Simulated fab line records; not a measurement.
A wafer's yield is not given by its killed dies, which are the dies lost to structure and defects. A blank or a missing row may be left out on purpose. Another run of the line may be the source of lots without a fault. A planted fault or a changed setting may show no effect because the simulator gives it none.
fab line records    flow sfq_line
[record] lots = 6  wafers = 18  last_day = 77
route steps=325 shown M2@102 I2@103
lots that met no fault: from a run of the same line without faults
start_h: start of the lot's first displayed wafer, in hours after the record's first day    wait_h: hours from the lot's prior step to this one    " same as the row above    L1.1+2: one row covering several wafers at once    - no value present, or no start provided    * or withheld: withheld    < > ~ a bound
route shown NAME@n: names a module that has steps shown in the file, with the first one's number in the route    usual: mean/standard deviation of fault-free wafers    same: alike in all rows    chamber/n: place in a boat    sites: readings site by site    _std_site: how widely they spread, as a standard deviation    _edge_site: the outer-site mean with the inner-site mean subtracted    radius_mm: how far each site lies from the wafer's centre    mask NAME#n: copy n    behind: tool/chamber where the wafer was last shaped    hold: why the lot went on hold/how many hours it stayed there/how the hold came to an end    device: the transistor (n, p or np) that didn't switch    end of line: at the end of the route, the tests of the same wafers    for a step that has no rows: nothing shown but its recipe    killed: not the wafer's yield, but the dies lost to structure and defects at the first sort    map: the dies of a wafer, with x for killed, . for not killed, _ for no die there
set.NAME: the setting that was run; set.NAME@STEP: the one run at that earlier step    model.NAME: the simulator's own value behind a step, which no gauge read
certain route steps with their lots: each step a table, each wafer a row
services: the hour from which a tool's chamber was out of use, counted from the record's first day as start_h (under 0 if before that day), plus the number of hours and why
[[steps]]
[step SFQ_TRILAYER_M2_STRIP_SOLV_CLEAN_062]
[recipe] chemistry = NMP  temp_c = 70  time_s = 600
[step SFQ_TRILAYER_I2_DEP_PECVD_063]
[recipe] material = SiO2  temp_c = 150  time_s = 111.11  pressure_torr = 2.4  rf_w = 183.3  precursor = SiH4/N2O  target_thk_nm = 500
[usual] heater_power_w = 77/15  throttle_valve_pct = 24.4/1.1
lot.wafer  tool      chamber  start_h  wait_h  heater_power_w  throttle_valve_pct
L182.1     pecvd-02  1        472.07   0.0     52              26.7
L182.3     "         2        "        "       105             25.9
L182.5     "         0        "        "       65              26.1
L185.2     pecvd-03  0        485.25   0.0     93              25.2
L185.4     "         2        "        "       83              24.7
L185.6     "         0        "        "       94              25.2
L196.2     pecvd-02  2        593.92   0.0     98              23.1
L196.3     "         1        "        "       45              24.6
L196.6     "         1        "        "       48              24.4
L197.1     pecvd-04  0        606.91   0.0     63              23.5
L197.5     "         0        "        "       64              23.4
L197.6     "         2        "        "       90              23.4
L198.1     pecvd-03  2        610.51   0.0     76              24.7
L198.2     "         0        "        "       104             25.2
L198.4     "         0        "        "       86              25.5
L203.1     pecvd-02  1        644.21   0.0     57              24.7
L203.2     "         0        "        "       72              23.8
L203.3     "         2        "        "       99              23.2
[step SFQ_TRILAYER_I2_CMP_CMP_064]
[recipe] material = SiO2  down_force_psi = 3  platen_rpm = 60  pad_velocity_m_s = 0.94248
[usual] motor_current_A = 9.7/0.7  retaining_ring_pressure_frac = 1.000/0.005  time_to_endpoint_s = 214/8.9
lot.wafer  tool    chamber  start_h  wait_h  motor_current_A  retaining_ring_pressure_frac  time_to_endpoint_s
L182.1     cmp-01  2        472.80   0.7     10.0             0.996                         219
L182.3     "       1        474.30   2.2     9.2              0.999                         199
L182.5     "       2        "        "       10.1             0.994                         219
L185.4     cmp-01  0        489.25   3.9     9.5              1.001                         217
L185.2     "       2        490.25   5.0     10.1             0.997                         219
L185.6     "       3        "        "       9.1              1.002                         217
L196.2     cmp-02  3        599.06   5.1     11.0             1.002                         220
L196.3     "       0        "        "       9.5              1.006                         218
L196.6     "       0        601.56   7.6     9.8              1.002                         222
L197.1     cmp-01  3        613.98   7.0     8.9              1.004                         212
L197.5     "       3        615.98   9.0     9.3              1.002                         213
L197.6     "       0        "        "       9.8              0.997                         229
L198.1     cmp-01  2        616.98   6.4     9.7              1.002                         222
L198.2     "       3        "        "       9.1              0.994                         221
L198.4     "       1        618.48   7.9     9.3              1.000                         220
L203.1     cmp-01  3        655.98   11.7    9.1              1.002                         206
L203.2     "       1        656.98   12.7    9.4              1.001                         197
L203.3     "       2        "        "       9.9              1.005                         209
[step SFQ_I2_BOW_MEAS_917]
[recipe] mode = bow
[usual] I2_BOW = 0/8.7
lot.wafer  tool           chamber  start_h  wait_h  I2_BOW[um]
L182.1     film_metro-04  -        475.80   2.5     13
L182.3     "              -        "        "       12
L182.5     "              -        "        "       6
L185.2     film_metro-01  -        491.77   1.0     -1
L185.4     "              -        "        "       -7
L185.6     "              -        "        "       4
L196.2     film_metro-04  -        602.08   2.5     -3
L196.3     "              -        "        "       -14
L196.6     "              -        "        "       -16
L197.1     film_metro-02  -        616.98   2.5     1
L197.5     "              -        "        "       1
L197.6     "              -        "        "       -2
L198.1     film_metro-01  -        619.98   2.5     -2
L198.2     "              -        "        "       -14
L198.4     "              -        "        "       -10
L203.1     film_metro-02  -        658.98   2.5     5
L203.2     "              -        "        "       -13
L203.3     "              -        "        "       10
[step SFQ_TRILAYER_I2_METRO_MEASURE_065]
[usual] thk_nm = 200.4/1.5
lot.wafer  tool           chamber  start_h  wait_h  thk_nm
L182.1     film_metro-04  -        475.92   0.1     202.8
L182.3     "              -        "        "       198.8
L182.5     "              -        "        "       202.6
L185.2     film_metro-01  -        492.07   0.3     200.4
L185.4     "              -        "        "       198.8
L185.6     "              -        "        "       197.4
L196.2     film_metro-04  -        602.38   0.3     201.3
L196.3     "              -        "        "       201.3
L196.6     "              -        "        "       201.1
L197.1     film_metro-02  -        617.10   0.1     199.4
L197.5     "              -        "        "       199.5
L197.6     "              -        "        "       202.4
L198.1     film_metro-01  -        620.10   0.1     203.2
L198.2     "              -        "        "       201.4
L198.4     "              -        "        "       200.6
L203.1     film_metro-02  -        659.10   0.1     198.7
L203.2     "              -        "        "       197.7
L203.3     "              -        "        "       201.6
[step SFQ_TRILAYER_I2_VIA_LITHO_COAT_072]
[recipe] resist = BARC  spin_rpm = 3000  resist_thk_nm = 62
[step SFQ_TRILAYER_I2_VIA_LITHO_COAT_067]
[recipe] resist = KrF  spin_rpm = 3000  resist_thk_nm = 650
[step SFQ_TRILAYER_I2_VIA_LITHO_SOFTBAKE_071]
[recipe] temp_c = withheld  time_s = withheld  resist = KrF
[step SFQ_TRILAYER_I2_VIA_LITHO_EXPOSE_068]
[recipe] mask_id = I2  na = 0.6  source_shape = conventional  sigma_outer = 0.65  target_cd_nm = 500  dose_mj = 21.3
[step SFQ_TRILAYER_I2_VIA_LITHO_PEB_070]
[recipe] peb_temp_c = 115  peb_time_s = 60  resist = KrF
[step SFQ_TRILAYER_I2_VIA_LITHO_DEVELOP_069]
[recipe] time_s = 60  resist = KrF
[step SFQ_I2_OVL_MEAS_918]
[usual] I2_OVL = -4/5.9
lot.wafer  tool        chamber  start_h  wait_h  I2_OVL[nm]
L182.1     overlay-02  -        540.66   0.1     -7
L182.3     "           -        "        "       -2
L182.5     "           -        "        "       -7
L185.2     overlay-01  -        554.97   0.1     9
L185.4     "           -        "        "       6
L185.6     "           -        "        "       4
L196.2     overlay-02  -        680.84   0.1     -3
L196.3     "           -        "        "       -17
L196.6     "           -        "        "       -10
L197.1     overlay-02  -        694.03   0.1     -2
L197.5     "           -        "        "       -4
L197.6     "           -        "        "       -2
L198.1     overlay-02  -        697.63   0.1     -4
L198.2     "           -        "        "       -2
L198.4     "           -        "        "       0
L203.1     overlay-01  -        742.03   0.1     10
L203.2     "           -        "        "       -7
L203.3     "           -        "        "       8
[step SFQ_TRILAYER_I2_VIA_BARC_OPEN_VIA_ETCH_096]
[recipe] mask_material = PR  chemistry = O2  target_depth_nm = 125  target = BARC  source_w = 500  bias_w = 80  pressure_mtorr = 30  time_s = 41.7
[usual] drypump_motor_current_A = 5.7/0.37  oes_product_au = 0.686/0.0046  run_length_s = 69.8/0.48
lot.wafer  tool         chamber  start_h  wait_h  drypump_motor_current_A  oes_product_au  rf_hours_counter_h  run_length_s  model.KrF_of_TRILAYER_I2_VIA_LITHO_COAT_067.thk_nm
L182.1     rie_diel-01  0        540.69   0.0     4.8                      0.686           3                   69.9          573.1
L182.3     "            1        "        "       5.8                      0.682           61                  69.9          576.5
L182.5     "            3        "        "       5.8                      0.678           -                   69.3          575.9
L185.2     rie_diel-03  3        555.00   0.0     5.2                      0.677           1                   70.6          578.1
L185.4     "            2        "        "       5.9                      0.692           4                   69.5          574.2
L185.6     "            1        "        "       6.1                      0.688           -                   69.5          574.3
L196.2     rie_diel-01  3        680.87   0.0     5.7                      0.891           6                   58.3          588.4
L196.3     "            0        "        "       4.8                      0.893           6                   58.6          585.8
L196.6     "            1        "        "       5.8                      0.889           -                   58.5          589
L197.1     rie_diel-01  2        694.07   0.0     6.1                      0.886           4                   58.2          586.7
L197.5     "            2        "        "       6.1                      0.888           -                   58.1          586.5
L197.6     "            3        "        "       5.7                      0.878           -                   58.3          583.8
L198.1     rie_diel-03  2        697.67   0.0     5.9                      0.686           6                   69.3          573.8
L198.2     "            1        "        "       6.1                      0.683           57                  69.3          571
L198.4     "            3        "        "       5.2                      0.685           4                   70.2          571.1
L203.1     rie_diel-04  3        742.07   0.0     5.8                      0.682           4                   69.9          575.6
L203.2     "            1        "        "       5.8                      0.686           5                   70.1          574.9
L203.3     "            0        "        "       5.7                      0.696           3                   69.5          574.5
[step SFQ_TRILAYER_I2_VIA_ETCH_VIA_ETCH_070]
[recipe] target = SiO2  stop_on = Nb  mask_material = PR  taper_deg = 20  chemistry = CHF3  target_depth_nm = 260  source_w = 500  bias_w = 80  pressure_mtorr = 30  time_s = withheld
[usual] drypump_motor_current_A = 5.7/0.37  oes_product_au = 0.856/0.0056
lot.wafer  tool         chamber  start_h  wait_h  drypump_motor_current_A  oes_product_au  model.KrF_of_TRILAYER_I2_VIA_LITHO_COAT_067.thk_nm
L182.1     rie_diel-01  0        540.73   0.0     4.8                      0.858           526.7
L182.3     "            1        "        "       5.9                      0.852           533
L182.5     "            3        "        "       5.7                      0.849           532.1
L185.2     rie_diel-03  3        555.04   0.0     5.2                      0.858           534.1
L185.4     "            2        "        "       5.9                      0.847           529
L185.6     "            1        "        "       6.1                      0.851           530.4
L196.2     rie_diel-01  3        680.91   0.0     5.7                      0.860           543.9
L196.3     "            0        "        "       4.8                      0.866           539.7
L196.6     "            1        "        "       5.8                      0.864           545.5
L197.1     rie_diel-01  2        694.11   0.0     6.1                      0.852           542
L197.5     "            2        "        "       6.1                      0.862           541.5
L197.6     "            3        "        "       5.7                      0.865           538.9
L198.1     rie_diel-03  2        697.71   0.0     5.9                      0.863           529.3
L198.2     "            1        "        "       6.1                      0.864           525.9
L198.4     "            3        "        "       5.2                      0.858           527.4
L203.1     rie_diel-04  3        742.11   0.0     5.8                      0.852           530.6
L203.2     "            1        "        "       5.8                      0.856           530.1
L203.3     "            0        "        "       5.7                      0.858           529.1
[step SFQ_TRILAYER_I2_VIA_STRIP_STRIP_071]
[recipe] gas = O2  power_w = 200  platen_temp_c = 40  overash_fraction = 0.65  chemistry = O2  pressure_mtorr = 50
[usual] drypump_motor_current_A = 5.6/0.48  oes_product_au = 1.002/0.0082  platen_temp_c = 40.01/0.099
lot.wafer  tool          chamber  start_h  wait_h  drypump_motor_current_A  oes_product_au  platen_temp_c  rf_hours_counter_h
L182.1     rie_metal-01  0        540.84   -       5.0                      1.011           40.28          85
L182.3     "             1        "        "       5.8                      0.999           40.07          -
L182.5     "             1        "        "       5.8                      1.009           40.21          -
L185.2     rie_metal-02  1        555.15   -       5.6                      0.992           39.96          73
L185.4     "             1        "        "       5.6                      0.999           39.95          -
L185.6     "             1        "        "       5.6                      0.993           40.09          -
L196.2     rie_metal-03  1        681.02   -       5.3                      1.015           39.99          25
L196.3     "             1        "        "       5.3                      1.004           39.95          -
L196.6     "             1        "        "       5.3                      1.011           39.97          -
L197.1     rie_metal-01  0        694.22   -       5.0                      1.017           40.06          113
L197.5     "             0        "        "       5.0                      1.002           39.93          -
L197.6     "             1        "        "       5.8                      1.002           40.15          -
L198.1     rie_metal-03  0        697.82   -       5.1                      1.007           40.05          39
L198.2     "             1        "        "       5.3                      1.011           39.95          28
L198.4     "             0        "        "       5.1                      1.016           40.13          -
L203.1     rie_metal-01  1        742.22   -       5.8                      1.004           39.81          108
L203.2     "             0        "        "       5.0                      0.996           40.01          123
L203.3     "             0        "        "       5.0                      1.005           40.00          -
[[services]]
tool           chamber  start_h  hours  kind
film_metro-01  -        458.11   0.5    pm
pecvd-03       -        462.47   2.6    repair
film_metro-01  -        468.58   0.4    pm
rie_metal-01   -        469.53   2.8    pm
cmp-01         -        504.96   0.8    repair
film_metro-04  -        506.24   0.4    pm
film_metro-02  -        512.75   2.2    repair
rie_diel-01    2        513.16   1.2    repair
film_metro-04  -        513.65   6.9    pm
pecvd-02       -        519.55   5.5    pm
rie_diel-04    -        520.66   1.1    repair
pecvd-02       2        529.87   5.3    repair
pecvd-02       2        551.86   4.4    repair
film_metro-04  -        558.89   1.7    pm
pecvd-02       -        563.75   14.0   pm
cmp-01         -        578.59   0.9    repair
rie_diel-03    2        583.92   14.9   repair
cmp-01         -        595.73   6.0    pm
rie_metal-01   1        646.93   4.7    repair
rie_diel-03    -        678.38   0.4    repair
cmp-01         -        679.81   0.7    repair
rie_diel-01    -        706.52   2.8    pm
pecvd-02       2        724.38   23.2   repair
rie_diel-03    0        734.08   5.2    repair
[[key]]
[first_sign] step = SFQ_TRILAYER_I2_VIA_BARC_OPEN_VIA_ETCH_096  reading = oes_product_au  direction = up  sigmas = 44  usual = 0.686  struck = 0.887
[effect] step = SFQ_TRILAYER_I2_VIA_BARC_OPEN_VIA_ETCH_096  reading = run_length_s  direction = down  sigmas = 24  usual = *  struck = *
[model_effect] step = SFQ_TRILAYER_I2_VIA_BARC_OPEN_VIA_ETCH_096  value = KrF_of_TRILAYER_I2_VIA_LITHO_COAT_067.thk_nm  without = 572.4  struck = 586.7
[model_effect] step = SFQ_TRILAYER_I2_VIA_ETCH_VIA_ETCH_070  value = KrF_of_TRILAYER_I2_VIA_LITHO_COAT_067.thk_nm  without = 527.7  struck = 541.9
met_at SFQ_TRILAYER_I2_VIA_BARC_OPEN_VIA_ETCH_096
struck_wafers L196.2,L196.3,L196.6,L197.1,L197.5,L197.6
onset_between 540.69 680.87
[fault] kind = process_parameter_drift  tool = rie_diel-01  chamber = -  onset_h = 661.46  steps = SFQ_TRILAYER_I2_VIA_BARC_OPEN_VIA_ETCH_096  channel = time_s  offset = *  shape = step  end_h = 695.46  acts_in = *  stated = *
